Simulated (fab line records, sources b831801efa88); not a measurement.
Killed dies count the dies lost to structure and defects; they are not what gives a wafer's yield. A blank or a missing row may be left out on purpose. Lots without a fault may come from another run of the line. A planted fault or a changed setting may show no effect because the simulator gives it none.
A struck lot beside a sound one / flow sky130 / 16 steps out of a route of 708
Sound: wafers L468.3, L468.4, L468.6. Struck: wafer L474.4 (left out: L474.1, L474.5 of the same lot, which were not struck); the cause appears at the end.
For every step that has rows: the tool of each side, followed by ch and its chambers, followed by its first start. Under that, the readings that differ: sound wafers / struck wafers / difference of the means / sigmas: that difference in standard deviations of wafers without a fault.
alike: readings whose means differ by less than 2 such deviations, and words and numbers that are the same on both sides. not compared: withheld readings, readings that some wafer has no value for, bounds like >300 that may hide the same value, and numbers for which the record gives no deviation and whose values overlap.
The two part at a step that has a row with sigmas, a row that says differs or no value, or rows on one side only. Non-overlapping numbers with no deviation appear without sigmas and do not part them. A reading that every wafer of one side lacks parts them only if that side has two wafers or more.

SKY_SD_N_OVL_MEAS_08:
  sound on overlay-02, day 28 21:56; struck on overlay-01, day 30 23:57
  alike: SD_N_OVL
then, 2 steps without rows for these wafers: SKY_SD_N_IMPLANT_09; SKY_SD_N_IMPLANT_10.
SKY_SD_N_STRIP_11: strips in O2/N2.
  sound on plasmaAsher-04 ch 0,1, day 28 22:17; struck on plasmaAsher-04 ch 1, day 31 00:17
  alike: drypumpMotorCurrentA, oesProductAu, stripTimeToEndpointS
  not compared: rfHoursCounterH
SKY_SD_N_TW_MEAS_12:
  sound on filmMetro-02, day 28 22:22; struck on filmMetro-03, day 31 00:23
  alike: SD_N_TW
then, 1 step without rows for these wafers: SKY_SD_N_CLEAN_13 (cleans in SC1/SC2, time 150 s).
SKY_SD_N_RTA_14: time 2 s.
  sound on rtpAnneal-02 ch 0, day 28 22:29; struck on rtpAnneal-02 ch 0, day 31 00:30
  alike: annealTempCMax, chamberO2Ppm, lampPowerPct, wafer_temp_C_max
SKY_SD_N_RS_MEAS_16: a four-point-probe measurement.
  sound on filmMetro-02, day 28 22:40; struck on filmMetro-02, day 31 00:43
  alike: SD_N_RS
SKY_SD_N_RS_MEAS_17: a four-point-probe measurement.
  sound on filmMetro-02, day 28 22:47; struck on filmMetro-02, day 31 00:50
  alike: SD_P_RS
SKY_SD_N_RS_MEAS_18: a four-point-probe measurement.
  sound on filmMetro-02, day 28 22:55; struck on filmMetro-02, day 31 00:58
  alike: RES_XHIGH_RS
then, 1 step without rows for these wafers: SKY_SALICIDE_CLEAN_00 (cleans in HF-last, time 30 s).
SKY_LI_CONTACT_HDPCVD_00: deposits PSG, target thk 930 nm, time 155 s.
  sound on hdpcvd-02 ch 0,1, day 28 23:01; struck on hdpcvd-01 ch 1, day 31 01:06
reading=runLengthS (s); sound=182.2 182.3 183.1; struck=232.2; difference=+49.7; sigmas=+94
reading=model.PSG_of_LI_CONTACT_HDPCVD_00.thkNm (nm); sound=935.2 931 948.8; struck=1238; difference=+300; sigmas=
SKY_LI_CONTACT_THK_MEAS_01:
  sound on filmMetro-01, day 28 23:08; struck on filmMetro-02, day 31 01:12
reading=LI_CONTACT_HDPCVD_THK (nm); sound=936 932 950; struck=1237; difference=+298; sigmas=+30
SKY_LI_CONTACT_CMP_02: polishes PSG.
  sound on cmp-01 ch 1,2,3, day 28 23:10; struck on cmp-01 ch 3, day 31 01:31
reading=timeToEndpointS (s); sound=33 40 37; struck=72; difference=+35; sigmas=+7
  alike: motorCurrentA, retainingRingPressureFrac
SKY_LI_CONTACT_BOW_MEAS_03:
  sound on filmMetro-03, day 28 23:31; struck on filmMetro-01, day 31 01:43
  alike: LI_CONTACT_BOW
-- a jump in the record: the struck wafers' starts before and after are 17 days apart (it breaks off in module LI_CONTACT and resumes in module PAD_OPEN, where the first step shown is number 708 of the route) --
SKY_PAD_OPEN_PROBE_99:
  record: rows for the struck wafers here (prober-01, day 48 01:03), none for the sound ones

== WHERE THEY PART ==
Earliest at SKY_LI_CONTACT_HDPCVD_00; latest, in this record, at SKY_PAD_OPEN_PROBE_99.

WHY: what had been put in by the simulator
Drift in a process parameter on hdpcvd-01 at SKY_LI_CONTACT_HDPCVD_00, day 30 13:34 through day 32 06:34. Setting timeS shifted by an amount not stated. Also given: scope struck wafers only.
